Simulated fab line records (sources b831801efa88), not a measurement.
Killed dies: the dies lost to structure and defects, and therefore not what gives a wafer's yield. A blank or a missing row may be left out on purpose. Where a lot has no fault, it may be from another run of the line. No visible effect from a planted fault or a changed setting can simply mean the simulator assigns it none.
Matching of chambers | flow sky130 | SKY_VIA1_ETCH_14 on rie-diel-03: 4 sister chambers
The step etches BARC in N2/H2, stops on SiO2, time 45.9 s, target depth 60 nm. 20 wafers are shown with their chamber, then 10 later ones without.

WAFERS WITH THEIR CHAMBER
wafer  | chamber | drypump-motor-current-A (A) | oes-product-au (a.u.) | throttle-valve-pct (%)
L077.2 | 0       | 6.4                         | 0.855                 | 13.220
L077.4 | 1       | 5.5                         | 0.859                 | 13.237
L077.5 | 2       | 6.2                         | 0.864                 | 13.213
L078.1 | 1       | 5.5                         | 0.856                 | 13.219
L078.5 | 0       | 6.4                         | 0.851                 | 13.227
L078.6 | 1       | 5.5                         | 0.858                 | 13.231
L083.3 | 3       | 6.0                         | 0.857                 | 13.224
L083.5 | 0       | 6.4                         | 0.855                 | 13.225
L083.6 | 1       | 5.5                         | 0.860                 | 13.218
L084.1 | 1       | 5.5                         | 0.850                 | 13.235
L084.2 | 3       | 6.0                         | 0.851                 | 13.206
L084.3 | 2       | 6.2                         | 0.853                 | 13.235
L087.1 | 1       | 5.5                         | 0.844                 | 13.225
L087.3 | 2       | 6.2                         | 0.857                 | 13.221
L087.6 | 3       | 6.0                         | 0.859                 | 13.220
L089.2 | 3       | 6.0                         | 0.861                 | 13.228
L089.5 | 2       | 6.2                         | 0.853                 | 13.233
L089.6 | 1       | 5.5                         | 0.854                 | 13.223
L091.3 | 3       | 6.0                         | 0.858                 | 13.228
L091.4 | 0       | 6.3                         | 0.846                 | 13.227

SIGNATURES (averages over the wafers above)
reading                 | chamber 0 | chamber 1 | chamber 2 | chamber 3 | scatter within a chamber
drypump-motor-current-A | 6.375     | 5.500     | 6.200     | 6.000     | 0.0217
oes-product-au          | 0.85175   | 0.85443   | 0.85675   | 0.85720   | 0.00492
throttle-valve-pct      | 13.22475  | 13.22686  | 13.22550  | 13.22120  | 0.00804
Rule: a wafer's distance from a chamber is the root of the sum, over the readings, of the square of ((its reading less the chamber's mean) divided by the reading's scatter). The wafer belongs to the nearest chamber; if the next one is less than 2 further off, it can't be placed. How the scatter is found: for the shown wafers, subtract from each reading the mean of its chamber, square and add these, divide the total by (wafers less chambers), then take the root.

WAFERS MISSING THEIR CHAMBER
wafer  | drypump-motor-current-A (A) | oes-product-au (a.u.) | throttle-valve-pct (%)
L091.6 | 6.3                         | 0.852                 | 13.223
L095.1 | 6.0                         | 0.853                 | 13.235
L095.3 | 6.2                         | 0.850                 | 13.211
L095.5 | 6.3                         | 0.848                 | 13.233
L096.2 | 5.5                         | 0.854                 | 13.222
L096.3 | 6.0                         | 0.854                 | 13.219
L096.6 | 6.0                         | 0.851                 | 13.220
L097.4 | 6.0                         | 0.860                 | 13.229
L097.5 | 6.3                         | 0.851                 | 13.231
L097.6 | 6.0                         | 0.849                 | 13.216

THE CHAMBER EACH PASSED THROUGH
wafer  | from the rows above     | in truth
L091.6 | can't be placed: 0 or 2 | 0
L095.1 | 3                       | 3
L095.3 | 2                       | 2
L095.5 | can't be placed: 0 or 2 | 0
L096.2 | 1                       | 1
L096.3 | 3                       | 3
L096.6 | 3                       | 3
L097.4 | 3                       | 3
L097.5 | can't be placed: 0 or 2 | 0
L097.6 | 3                       | 3
Correctly placed: 7 of 10. Cannot be placed on the basis of these rows: 3; the candidates contain the true chamber in 3. Number placed wrongly: 0.
